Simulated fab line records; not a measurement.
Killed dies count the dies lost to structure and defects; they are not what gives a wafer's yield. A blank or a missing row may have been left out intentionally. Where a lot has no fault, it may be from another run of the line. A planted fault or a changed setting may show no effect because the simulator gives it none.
The tool behind it: which one?	flow sky130	Sampling: 14 lots, 42 wafers, 4 of 708 route steps

## WHAT EACH GAUGE READ, for each wafer
SKY_VT_ADJUST_PCH_OVL_MEAS_07.
lot	measured	on	VT_ADJUST_PCH_OVL (nm)
L713	day 11 04:13	overlay-01	1.2 0.7 1.2
L712	day 11 06:31	overlay-01	-0.4 0.2 -0.3
L714	day 11 10:47	overlay-01	1.4 -0.6 -0.3
L715	day 11 23:34	overlay-01	1.3 0.3 -0.5
L717	day 12 05:03	overlay-02	1.0 0.3 0.7
L718	day 12 16:46	overlay-01	-0.7 -0.2 0.7
L721	day 13 14:48	overlay-01	0.6 -0.4 0.7
L726	day 14 20:22	overlay-01	0.8 -0.3 1.7
L727	day 15 16:46	overlay-01	2.1 1.8 1.5
L728	day 15 22:36	overlay-01	1.1 0.7 0.1
L729	day 15 23:40	overlay-02	1.2 1.4 0.6
L732	day 17 03:09	overlay-01	-2.3 -0.3 -1.4
L733	day 17 12:37	overlay-01	0.4 2.4 1.8
L734	day 17 21:34	overlay-02	0.3 2.0 0.2

SKY_POLY_GATE_CD_MEAS_13: the cd target is 150 nm.
lot	measured	on	cdNm (nm)
L713	day 17 09:05	cdSem-02	146.7 147.0 148.1
L712	day 17 07:43	cdSem-01	151.6 150.9 151.1
L714	day 17 10:59	cdSem-01	153.1 154.0 154.0
L715	day 19 13:41	cdSem-02	151.7 152.2 150.6
L717	day 19 14:28	cdSem-01	149.8 149.1 149.7
L718	day 19 21:49	cdSem-02	149.1 149.3 147.9
L721	day 20 07:23	cdSem-02	150.2 150.8 150.6
L726	day 21 22:05	cdSem-02	149.4 149.0 148.3
L727	day 22 12:37	cdSem-02	149.3 149.3 148.7
L728	day 22 17:34	cdSem-02	150.8 149.5 149.9
L729	day 22 20:34	cdSem-01	148.6 149.5 151.1
L732	day 24 06:19	cdSem-02	149.2 149.6 150.4
L733	day 24 13:49	cdSem-02	149.5 149.4 150.3
L734	day 24 17:41	cdSem-02	150.8 149.8 151.4

## WHAT TOOL EACH LOT RAN ON (gives the tool, then ch and the chambers of the sampled wafers, and finally the start)
lot	SKY_SONOS_ONO_STRIP_17	SKY_RES_PROTECT_COAT_02
L713	plasmaAsher-01 ch 0,1, day 13 14:35	lithoTrack-01 ch 0, day 15 12:24
L712	plasmaAsher-02 ch 0,1, day 13 15:10	lithoTrack-03 ch 0, day 15 10:37
L714	plasmaAsher-01 ch 0,1, day 13 17:43	lithoTrack-01 ch 0, day 15 13:54
L715	plasmaAsher-03 ch 0,1, day 15 14:42	lithoTrack-03 ch 0, day 17 11:59
L717	plasmaAsher-01 ch 0,1, day 15 15:47	lithoTrack-03 ch 0, day 17 15:19
L718	plasmaAsher-02 ch 0,1, day 15 17:56	lithoTrack-04 ch 0, day 17 19:18
L721	plasmaAsher-03 ch 1, day 15 21:44	lithoTrack-03 ch 0, day 18 04:59
L726	plasmaAsher-03 ch 0,1, day 17 15:04	lithoTrack-04 ch 0, day 19 21:44
L727	plasmaAsher-02 ch 0,1, day 18 08:29	lithoTrack-01 ch 0, day 20 14:16
L728	plasmaAsher-01 ch 0,1, day 18 14:56	lithoTrack-04, day 20 17:42
L729	plasmaAsher-03 ch 0,1, day 18 15:14	lithoTrack-04, day 20 18:57
L732	plasmaAsher-02 ch 0,1, day 20 03:44	lithoTrack-04 ch 0, day 22 06:42
L733	plasmaAsher-01 ch 0,1, day 20 10:56	lithoTrack-01 ch 0, day 22 12:10
L734	plasmaAsher-03 ch 0,1, day 20 15:07	lithoTrack-03 ch 0, day 22 18:08
- SKY_SONOS_ONO_STRIP_17: strips in O2/N2.
- SKY_RES_PROTECT_COAT_02: resist thk 1140 nm.

## WHAT THE TOOLS THEMSELVES READ (means of the sampled wafers that have a number; where no wafer has one, the mark that the record gives instead)
SKY_SONOS_ONO_STRIP_17.
lot	tool	drypumpMotorCurrentA (A)	oesProductAu (a.u.)	stripTimeToEndpointS (s)
L713	plasmaAsher-01	6.07	0.710	14.05
L712	plasmaAsher-02	5.76	0.712	14.11
L714	plasmaAsher-01	6.18	0.711	14.10
L715	plasmaAsher-03	5.51	0.706	14.15
L717	plasmaAsher-01	6.09	0.707	14.14
L718	plasmaAsher-02	5.68	0.711	14.15
L721	plasmaAsher-03	5.43	0.717	14.13
L726	plasmaAsher-03	5.51	0.705	14.08
L727	plasmaAsher-02	5.69	0.710	14.06
L728	plasmaAsher-01	6.08	0.709	14.09
L729	plasmaAsher-03	5.58	0.709	14.08
L732	plasmaAsher-02	5.74	0.708	14.09
L733	plasmaAsher-01	6.18	0.710	14.14
L734	plasmaAsher-03	5.49	0.709	14.16

SKY_RES_PROTECT_COAT_02.
lot	tool	chillPlateTempC (C)	dispensePressureKPa (kPa)
L713	lithoTrack-01	22.87	55
L712	lithoTrack-03	22.94	48
L714	lithoTrack-01	23.09	55
L715	lithoTrack-03	23.03	48
L717	lithoTrack-03	23.10	48
L718	lithoTrack-04	22.99	47
L721	lithoTrack-03	22.95	48
L726	lithoTrack-04	22.93	47
L727	lithoTrack-01	23.01	55
L728	lithoTrack-04	-	-
L729	lithoTrack-04	-	-
L732	lithoTrack-04	23.01	47
L733	lithoTrack-01	23.19	55
L734	lithoTrack-03	23.02	48

## THE ANSWER, worked out from the rows above alone
Rule: the usual values come from the lots themselves. Put in order of their means at a reading, lots are off if they are a third of the lots or fewer, leave a main group of 4 or more, and stand apart from it by a gap of 3 or more times the standard deviation of the main group's means; of several such gaps the widest counts. If all means in a main group match to the digits the tables above print for the reading, that group is not used. Also off: a lot with no number at a reading for which 4 or more lots have one. Any other lot the step has rows for is counted as sound. The gauges are gone through in route order, then the tools' own readings, and for those a lot's mean is taken as printed above. The first step at which some lot is off is used, and at that step the reading that is off furthest; a lot without a number counts as furthest.
Off: L728, L729 (SKY_RES_PROTECT_COAT_02, chillPlateTempC). Without a number there: L728, L729. Mean 23.01 C and standard deviation 0.083 in the main group.
If a tool, at that step or one of the process steps before it, ran each lot that is off and ran no sound lot following the first of them, it fits. None of those tried fits.

## WHAT THE SIMULATOR PUT IN
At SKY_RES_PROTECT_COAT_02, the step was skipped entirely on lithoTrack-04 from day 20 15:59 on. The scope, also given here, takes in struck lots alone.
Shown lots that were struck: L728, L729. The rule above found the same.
